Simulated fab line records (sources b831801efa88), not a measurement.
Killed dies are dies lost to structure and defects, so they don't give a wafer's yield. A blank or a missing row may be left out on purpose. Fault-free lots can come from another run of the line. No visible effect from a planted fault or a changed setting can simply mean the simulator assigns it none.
fab line records    flow sfq_line    part 2 of 2: steps 30 to 41 of 41
record lots=5  wafers=15  last_day=82
route steps=325 shown L0@11 L0V@16 M0@28 I0@43
lots with no fault: from the same line, run without faults
start_h: the number of hours between the record's first day and the start of the first shown wafer of the lot    wait_h: hours elapsed since this lot's preceding step    " unchanged from the row above    L1.1+2: several wafers, shown together as one row    - no value, or no start given    * or withheld: withheld    < > ~ a bound
route shown NAME@n: a module of which the file shows steps, and the number in the route of the first    usual: mean/standard deviation of fault-free wafers    same: alike in all rows    chamber/n: place in a boat    sites: each site's reading    _std_site: standard deviation across them    _edge_site: inner sites' mean taken away from outer sites' mean    radius_mm: how far each site lies from the wafer's centre    mask NAME#n: copy n    behind: the last tool/chamber to shape the wafer    hold: cause of the lot's hold/its duration in hours/its outcome    device: the transistor (n, p or np) that didn't switch    end of line: the same wafers' tests at the end of the route    for a step that has no rows: nothing shown but its recipe    killed: count of dies lost to structure and defects at first sort (not the wafer's yield)    map: per-die view of a wafer (x killed, . not killed, _ where there is no die)
set.NAME: the setting as run; set.NAME@STEP: as run at that earlier step    model.NAME: the simulator's own value behind a step, which no gauge read
certain route steps with their lots: each step a table, each wafer a row
services: a tool's chamber out of use, with start hour (start_h, from the record's first day; less than 0 if before it), hours out, and reason
## steps
# step SFQ_TRILAYER_M0_STRIP_STRIP_025
# recipe gas=O2  power_w=200  platen_temp_c=40  overash_fraction=0.65  chemistry=O2  pressure_mtorr=50
# usual drypump_motor_current_A=5.55/0.28  oes_product_au=0.998/0.015
lot.wafer  tool          chamber  start_h  wait_h  drypump_motor_current_A  oes_product_au  rf_hours_counter_h
L075.2     rie_metal-02  1        266.56   0.1     5.88                     0.989           31
L075.3     "             1        "        "       5.89                     0.992           -
L075.4     "             0        "        "       5.66                     0.998           -
L079.3     rie_metal-02  1        293.11   0.2     5.89                     0.975           -
L079.4     "             0        "        "       5.63                     0.983           -
L079.5     "             0        "        "       5.63                     0.988           -
L090.3     rie_metal-04  1        397.39   0.2     5.18                     1.013           -
L090.4     "             0        "        "       5.52                     1.011           -
L090.6     "             1        "        "       5.19                     1.009           -
L092.2     rie_metal-02  1        420.23   0.1     5.89                     0.993           52
L092.3     "             1        "        "       5.90                     1.001           -
L092.4     "             0        "        "       5.64                     0.981           -
L096.1     rie_metal-04  1        458.75   0.1     5.18                     1.024           55
L096.3     "             0        "        "       5.51                     1.004           -
L096.5     "             0        "        "       5.49                     1.007           -
# step SFQ_TRILAYER_M0_STRIP_SOLV_CLEAN_026
# recipe chemistry=NMP  temp_c=70  time_s=600
lot.wafer   tool          chamber  start_h  wait_h
L075.2+3+4  wet_bench-04  1,2,3    267.16   0.4
L079.3+4+5  wet_bench-04  5,0,4    293.51   0.2
L090.3+4+6  wet_bench-01  5,4,2    397.79   0.2
L092.2+3+4  wet_bench-01  3,5,1    420.83   0.4
L096.1+3+5  wet_bench-04  0,5,4    459.35   0.4
# step SFQ_TRILAYER_I0_DEP_PECVD_027
# recipe material=SiO2  temp_c=150  time_s=111.11  pressure_torr=2.4  rf_w=183.3  precursor=SiH4/N2O  target_thk_nm=500
# usual chamber_pressure_Torr=2.401/0.0048  heater_power_w=85/16  throttle_valve_pct=24.2/1.3
lot.wafer  tool      chamber  start_h  wait_h  chamber_pressure_Torr  heater_power_w  throttle_valve_pct
L075.2     pecvd-03  0        267.34   0.0     2.399                  106             23.1
L075.3     "         2        "        "       2.402                  72              22.4
L075.4     "         1        "        "       2.404                  73              24.3
L079.3     pecvd-02  2        293.68   0.0     2.391                  69              25.2
L079.4     "         0        "        "       2.403                  83              25.0
L079.5     "         2        "        "       2.397                  71              25.0
L090.3     pecvd-02  2        397.98   0.0     2.398                  82              25.3
L090.4     "         2        "        "       2.390                  67              25.5
L090.6     "         1        "        "       2.407                  88              22.6
L092.2     pecvd-03  2        421.00   0.0     2.402                  77              22.6
L092.3     "         1        "        "       2.400                  75              24.7
L092.4     "         0        "        "       2.407                  110             23.3
L096.1     pecvd-02  0        459.53   0.0     2.403                  69              25.2
L096.3     "         1        "        "       2.405                  88              22.5
L096.5     "         0        "        "       2.402                  76              25.6
# step SFQ_TRILAYER_I0_CMP_CMP_028
# recipe material=SiO2  down_force_psi=3  platen_rpm=60  pad_velocity_m_s=0.94248
# usual motor_current_A=9.3/0.79  time_to_endpoint_s=213/9.2
lot.wafer  tool    chamber  start_h  wait_h  motor_current_A  time_to_endpoint_s
L075.2     cmp-02  3        267.50   0.1     9.3              199
L075.3     "       1        268.50   1.1     9.7              207
L075.4     "       2        "        "       8.3              212
L079.4     cmp-01  0        293.76   0.0     10.2             224
L079.3     "       1        "        "       8.9              218
L079.5     "       1        296.26   2.5     8.8              217
L090.3     cmp-02  2        398.06   0.0     8.8              205
L090.4     "       0        399.06   1.0     8.5              209
L090.6     "       3        400.56   2.5     9.5              203
L092.4     cmp-02  3        422.20   1.1     9.4              203
L092.2     "       0        "        "       8.8              214
L092.3     "       1        "        "       10.1             201
L096.1     cmp-02  3        460.10   0.5     9.8              198
L096.3     "       1        461.10   1.5     10.1             214
L096.5     "       3        462.10   2.5     9.5              203
# step SFQ_I0_BOW_MEAS_907
# recipe mode=bow
# usual I0_BOW=1/7.2
lot.wafer  tool           chamber  start_h  wait_h  I0_BOW[um]
L075.2     film_metro-04  -        270.52   2.5     -2
L075.3     "              -        "        "       -1
L075.4     "              -        "        "       6
L079.3     film_metro-03  -        296.80   2.0     8
L079.4     "              -        "        "       7
L079.5     "              -        "        "       -1
L090.3     film_metro-01  -        401.10   2.5     -3
L090.4     "              -        "        "       1
L090.6     "              -        "        "       1
L092.2     film_metro-03  -        424.72   1.5     7
L092.3     "              -        "        "       0
L092.4     "              -        "        "       17
L096.1     film_metro-01  -        462.60   2.0     6
L096.3     "              -        "        "       1
L096.5     "              -        "        "       -7
# step SFQ_TRILAYER_I0_METRO_MEASURE_029
# usual thk_nm=200.0/1.2
lot.wafer  tool           chamber  start_h  wait_h  thk_nm
L075.2     film_metro-04  -        270.82   0.3     198.1
L075.3     "              -        "        "       201.1
L075.4     "              -        "        "       200.4
L079.3     film_metro-03  -        297.28   0.5     201.4
L079.4     "              -        "        "       200.6
L079.5     "              -        "        "       201.6
L090.3     film_metro-01  -        401.58   0.5     199.2
L090.4     "              -        "        "       200.6
L090.6     "              -        "        "       198.9
L092.2     film_metro-03  -        425.02   0.3     198.9
L092.3     "              -        "        "       199.5
L092.4     "              -        "        "       197.8
L096.1     film_metro-01  -        462.72   0.1     199.2
L096.3     "              -        "        "       199.6
L096.5     "              -        "        "       197.8
# step SFQ_TRILAYER_I0_VIA_LITHO_COAT_036
# recipe resist=BARC  spin_rpm=3000  resist_thk_nm=62
lot.wafer   tool            chamber  start_h  wait_h
L075.2+3+4  litho_track-01  0        271.87   0.8
L079.3+4+5  litho_track-01  0        298.18   0.7
L090.3+4+6  litho_track-02  0        402.48   0.7
L092.2+3+4  litho_track-02  0        426.07   0.8
L096.1+3+5  litho_track-04  0        463.92   1.0
# step SFQ_TRILAYER_I0_VIA_LITHO_COAT_031
# recipe resist=KrF  spin_rpm=3000  resist_thk_nm=650
lot.wafer   tool            chamber  start_h  wait_h
L075.2+3+4  litho_track-01  0        272.17   0.2
L079.3+4+5  litho_track-01  0        298.48   0.2
L090.3+4+6  litho_track-02  0        402.78   0.2
L092.2+3+4  litho_track-02  0        426.37   0.2
L096.1+3+5  litho_track-04  0        464.22   0.2
# step SFQ_TRILAYER_I0_VIA_LITHO_SOFTBAKE_035
# recipe temp_c=withheld  time_s=withheld  resist=KrF
lot.wafer   tool            chamber  start_h  wait_h
L075.2+3+4  litho_track-01  0        272.44   0.2
L079.3+4+5  litho_track-01  0        298.73   0.2
L090.3+4+6  litho_track-02  0        403.03   0.2
L092.2+3+4  litho_track-02  0        426.64   0.2
L096.1+3+5  litho_track-04  0        464.52   0.2
# step SFQ_TRILAYER_I0_VIA_LITHO_EXPOSE_032
# recipe mask_id=I0  na=0.6  source_shape=conventional  sigma_outer=0.65  target_cd_nm=500  dose_mj=21.3
# same na=0.6
lot.wafer   tool            chamber  start_h  wait_h  mask
L075.2+3+4  krf_scanner-01  0        390.87   -       I0#0
L079.3+4+5  krf_scanner-02  0        429.71   -       I0#0
L090.3+4+6  krf_scanner-01  0        556.63   -       I0#0
L092.2+3+4  krf_scanner-01  0        578.03   -       I0#0
L096.1+3+5  krf_scanner-02  0        616.36   -       I0#0
# step SFQ_TRILAYER_I0_VIA_LITHO_PEB_034
# recipe peb_temp_c=115  peb_time_s=60  resist=KrF
lot.wafer   tool            chamber  start_h  wait_h
L075.2+3+4  litho_track-04  0        391.90   0.8
L079.3+4+5  litho_track-02  0        430.56   0.7
L090.3+4+6  litho_track-02  0        557.48   0.7
L092.2+3+4  litho_track-02  0        579.06   0.8
L096.1+3+5  litho_track-04  0        617.56   1.0
# step SFQ_TRILAYER_I0_VIA_LITHO_DEVELOP_033
# recipe time_s=60  resist=KrF
lot.wafer   tool            chamber  start_h  wait_h
L075.2+3+4  litho_track-04  0        392.05   0.1
L079.3+4+5  litho_track-02  0        430.71   0.1
L090.3+4+6  litho_track-02  0        557.63   0.1
L092.2+3+4  litho_track-02  0        579.21   0.1
L096.1+3+5  litho_track-04  0        617.71   0.1
## services
tool            chamber  start_h  hours  kind
krf_scanner-01  -        75.58    0.8    pm
rie_metal-02    -        94.58    10.0   pm
rie_metal-03    -        151.01   0.2    repair
krf_scanner-01  -        183.13   1.3    pm
krf_scanner-01  -        192.83   1.0    pm
rie_metal-02    1        214.58   39.9   repair
krf_scanner-01  -        238.23   3.6    pm
rie_metal-03    1        242.45   19.5   repair
krf_scanner-01  -        244.18   0.8    pm
krf_scanner-01  -        248.89   2.7    repair
krf_scanner-01  -        275.64   4.0    pm
rie_metal-03    -        284.16   3.1    repair
krf_scanner-01  -        326.82   32.1   repair
krf_scanner-01  -        358.89   1.3    pm
krf_scanner-01  -        360.92   1.0    pm
rie_metal-02    -        367.07   14.6   pm
rie_metal-03    0        412.41   23.6   repair
krf_scanner-01  -        413.47   0.8    pm
krf_scanner-01  -        518.23   4.4    pm
rie_metal-02    -        526.85   2.8    pm
krf_scanner-01  -        529.93   1.0    pm
krf_scanner-01  -        534.53   1.3    pm
rie_metal-02    -        578.29   0.3    repair
krf_scanner-01  -        582.63   0.8    pm
